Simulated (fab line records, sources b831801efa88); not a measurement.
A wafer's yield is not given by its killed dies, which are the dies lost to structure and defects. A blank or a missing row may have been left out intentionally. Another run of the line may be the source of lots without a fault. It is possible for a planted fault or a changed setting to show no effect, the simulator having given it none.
A struck lot beside a sound one    flow sky130    22 out of 708 route steps
Sound: these wafers, L501.1, L501.2, L501.3. The struck wafers were L514.1, L514.2, L514.4. The cause is named last.
Per side, at each step with rows, come the tool, then ch with its chambers, and then its first start. Under that, the readings that differ: sound wafers    struck wafers    difference of the means    sigmas: that difference in standard deviations of wafers without a fault.
alike: same words and numbers on both sides, and readings whose means sit less than 2 such deviations apart. not compared: any withheld reading, any reading some wafer has no value for, any bound like >300 that may hide the same value, and any number with overlapping values for which the record gives no deviation.
The two part at a step that has a row with sigmas, a row that says differs or no value, or rows on one side only. Numbers that don't overlap but have no deviation are shown without sigmas and don't part them. A reading that every wafer of one side lacks parts them only if that side has two wafers or more.

first, 6 steps without rows for these wafers: SKY_RES_XHIGH_COAT_02 (resist thk 1148 nm); SKY_RES_XHIGH_SOFTBAKE_03 (time 60 s); SKY_RES_XHIGH_EXPOSE_04 (exposes mask URPM, target cd 1270 nm); SKY_RES_XHIGH_PEB_05; SKY_RES_XHIGH_DEVELOP_06 (develop time 60 s); SKY_RES_XHIGH_IMPLANT_07.
SKY_RES_XHIGH_STRIP_08: strips in O2/N2.
  sound on plasmaAsher-02 ch 0,1, day 27 00:11; struck on plasmaAsher-04 ch 0,1, day 30 20:16
  alike: drypumpMotorCurrentA, oesProductAu, stripTimeToEndpointS
  not compared: rfHoursCounterH
SKY_RES_XHIGH_TW_MEAS_09:
  sound on filmMetro-01, day 27 00:17; struck on filmMetro-04, day 30 20:22
  alike: RES_XHIGH_TW
then, 4 steps without rows for these wafers: SKY_SD_N_DEHYDRATE_00 (time 60 s); SKY_SD_N_HMDS_01 (prime time 60 s); SKY_SD_N_COAT_02 (resist thk 1151 nm); SKY_SD_N_SOFTBAKE_03 (time 60 s).
SKY_SD_N_EXPOSE_04: exposes mask NSDM, target cd 380 nm.
  sound on ilineStepper-02 ch 0, day 27 13:36; struck on ilineStepper-01 ch 0, day 31 10:26
reading  sound                 struck                difference  sigmas
mask     NSDM#0 NSDM#0 NSDM#0  URPM#0 URPM#0 URPM#0  differs     
then, 2 steps without rows for these wafers: SKY_SD_N_PEB_05; SKY_SD_N_DEVELOP_06 (develop time 60 s).
SKY_SD_N_CD_MEAS_07 targets a cd of 380 nm.
  sound on cdSem-01, day 28 04:53; struck on cdSem-02, day 31 23:31
reading    sound              struck  difference                     sigmas
cdNm (nm)  373.0 375.0 375.5  - - -   no value on the struck wafers  
SKY_SD_N_OVL_MEAS_08:
  sound on overlay-02, day 28 05:00; struck on overlay-02, day 31 23:38
reading        sound        struck  difference                     sigmas
SD_N_OVL (nm)  2.2 0.6 2.6  - - -   no value on the struck wafers  
then, 2 steps without rows for these wafers: SKY_SD_N_IMPLANT_09; SKY_SD_N_IMPLANT_10.
SKY_SD_N_STRIP_11: strips in O2/N2.
  sound on plasmaAsher-04 ch 0,1, day 28 05:27; struck on plasmaAsher-01 ch 0,1, day 31 23:58
  alike: drypumpMotorCurrentA, oesProductAu, stripTimeToEndpointS
  not compared: rfHoursCounterH
SKY_SD_N_TW_MEAS_12:
  sound on filmMetro-04, day 28 05:33; struck on filmMetro-02, day 32 00:04
reading  sound           struck    difference  sigmas
SD_N_TW  3995 3995 3998  30 30 29  -3966       -99 or more
then, 1 step without rows for these wafers: SKY_SD_N_CLEAN_13 (cleans in SC1/SC2, time 150 s).

## WHERE THEY PART
First at SKY_SD_N_EXPOSE_04; last, within this record, at SKY_SD_N_TW_MEAS_12.

WHY: whatever the simulator had introduced
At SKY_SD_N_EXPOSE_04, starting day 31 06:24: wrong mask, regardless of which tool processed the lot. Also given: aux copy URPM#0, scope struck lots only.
